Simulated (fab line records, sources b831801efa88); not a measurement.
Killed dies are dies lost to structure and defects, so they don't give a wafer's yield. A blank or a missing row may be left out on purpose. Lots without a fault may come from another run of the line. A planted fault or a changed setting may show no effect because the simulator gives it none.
A struck lot beside a sound one | flow sky130 | 17 steps out of a route of 708
Sound: wafers L161.1, L161.2, L161.5. Struck: wafers L167.1, L167.5, L167.6. The cause comes at the end.
At each step with rows: each side's tool, then ch and its chambers, then its first start. Under that, the readings that differ: sound wafers | struck wafers | difference of the means | sigmas: that difference in standard deviations of wafers without a fault.
alike: readings whose means differ by less than 2 such deviations, and words and numbers that are the same on both sides. not compared: withheld readings, readings that some wafer has no value for, bounds like >300 that may hide the same value, and numbers for which the record gives no deviation and whose values overlap.
The two part at a step that has a row with sigmas, a row that says differs or no value, or rows on one side only. Numbers that don't overlap but have no deviation are shown without sigmas and don't part them. A reading that every wafer of one side lacks parts them only if that side has two wafers or more.

first, 5 steps without rows for these wafers: SKY_SD_N_COAT_02 (resist thk 1140 nm); SKY_SD_N_SOFTBAKE_03 (time 60 s); SKY_SD_N_EXPOSE_04 (exposes mask NSDM, target cd 380 nm); SKY_SD_N_PEB_05; SKY_SD_N_DEVELOP_06 (develop time 60 s).
SKY_SD_N_CD_MEAS_07: target cd 380 nm.
  sound on cd_sem-02, day 28 07:04; struck on cd_sem-02, day 30 17:42
  reading    | sound             | struck            | difference | sigmas
  cd_nm (nm) | 381.3 383.6 382.9 | 376.8 377.9 377.0 | -5.4       | -3
SKY_SD_N_OVL_MEAS_08:
  sound on overlay-02, day 28 07:11; struck on overlay-01, day 30 17:49
  alike: SD_N_OVL
then, 2 steps without rows for these wafers: SKY_SD_N_IMPLANT_09; SKY_SD_N_IMPLANT_10.
SKY_SD_N_STRIP_11: strips in O2/N2.
  sound on plasma_asher-03 ch 0,1, day 28 07:32; struck on plasma_asher-01 ch 0,1, day 30 18:10
  alike: drypump_motor_current_A, o2_flow_sccm, oes_product_au, strip_time_to_endpoint_s
  not compared: rf_hours_counter_h
SKY_SD_N_TW_MEAS_12:
  sound on film_metro-01, day 28 07:38; struck on film_metro-04, day 30 18:16
  reading | sound          | struck         | difference | sigmas
  SD_N_TW | 4021 4030 4021 | 3940 3942 3954 | -79        | -2
then, 1 step without rows for these wafers: SKY_SD_N_CLEAN_13 (cleans in SC1/SC2, time 150 s).
SKY_SD_N_RTA_14: time 2 s.
  sound on rtp_anneal-02 ch 0, day 28 07:44; struck on rtp_anneal-02 ch 0, day 30 18:22
  reading            | sound                | struck               | difference | sigmas
  lamp_power_pct (%) | 15.68 15.75 15.71    | 16.52 16.50 16.44    | +0.77      | +14
  wafer_temp_C_max   | 1078.1 1077.0 1077.6 | 1105.5 1100.6 1099.4 | +24.3      | +17
SKY_SD_N_RS_MEAS_16: measures by four-point-probe.
  sound on film_metro-04, day 28 07:55; struck on film_metro-02, day 30 18:32
  reading          | sound             | struck            | difference | sigmas
  SD_N_RS (ohm/sq) | 68.69 68.61 68.59 | 64.18 64.27 64.19 | -4.42      | -40
SKY_SD_N_RS_MEAS_17: measures by four-point-probe.
  sound on film_metro-04, day 28 08:02; struck on film_metro-02, day 30 18:40
  reading          | sound             | struck            | difference | sigmas
  SD_P_RS (ohm/sq) | 147.1 147.2 147.4 | 126.3 126.4 126.4 | -20.9      | -56
SKY_SD_N_RS_MEAS_18: measures by four-point-probe.
  sound on film_metro-04, day 28 08:10; struck on film_metro-02, day 30 18:47
  reading               | sound             | struck            | difference | sigmas
  RES_XHIGH_RS (ohm/sq) | 331.0 331.1 330.9 | 328.1 328.0 328.2 | -2.9       | -2
-- the record jumps here: 17 days lie between the struck wafers' starts before and after (it left off in module SD_N and takes up again in module PAD_OPEN, whose first step shown is number 708 of the route) --
SKY_PAD_OPEN_PROBE_99:
  sound on prober-02, day 46 05:20; struck on prober-02, day 47 22:09
  reading                                | sound             | struck            | difference | sigmas
  model.etest.res_xhigh_po.line_ohm_um   | 5708 5408 5561    | 4345 4233 4232    | -1289      |
  model.etest.res_xhigh_po.rs_ohm_sq     | 1966 1913 1946    | 1539 1480 1490    | -439       |
  model.etest.pfet_01v8.r_on_ohm_um      | 2869 2916 2841    | 2755 2702 2774    | -132       |
  model.etest.res_pdiff.line_ohm_um      | 1329 1340 1333    | 1188 1209 1202    | -134       |
  model.etest.res_high_po.line_ohm_um    | 748.4 721.5 740.6 | 614.4 606.8 609   | -126.8     |
  model.etest.pfet_g5v0d10v5.r_on_ohm_um | 4696 4689 4655    | 4814 4774 4785    | +111       |
  model.etest.licon_high_po.rc_ohm       | 355.4 360.2 344.3 | 270.1 265.6 262.3 | -87.3      |
  model.etest.res_ndiff.line_ohm_um      | 753.1 746.4 752.4 | 717.1 714.7 723.4 | -32.2      |
  alike: killed_at_M0_to_M3, killed_at_M4_up, killed_at_contacts, killed_at_front_end, killed_at_other, killed_dies, killed_open, killed_short

WHERE THEY PART
First at SKY_SD_N_CD_MEAS_07; last, within this record, at SKY_SD_N_RS_MEAS_18. Later steps at which nothing parts them and some readings are alike: SKY_PAD_OPEN_PROBE_99.

WHY: what the simulator had put in
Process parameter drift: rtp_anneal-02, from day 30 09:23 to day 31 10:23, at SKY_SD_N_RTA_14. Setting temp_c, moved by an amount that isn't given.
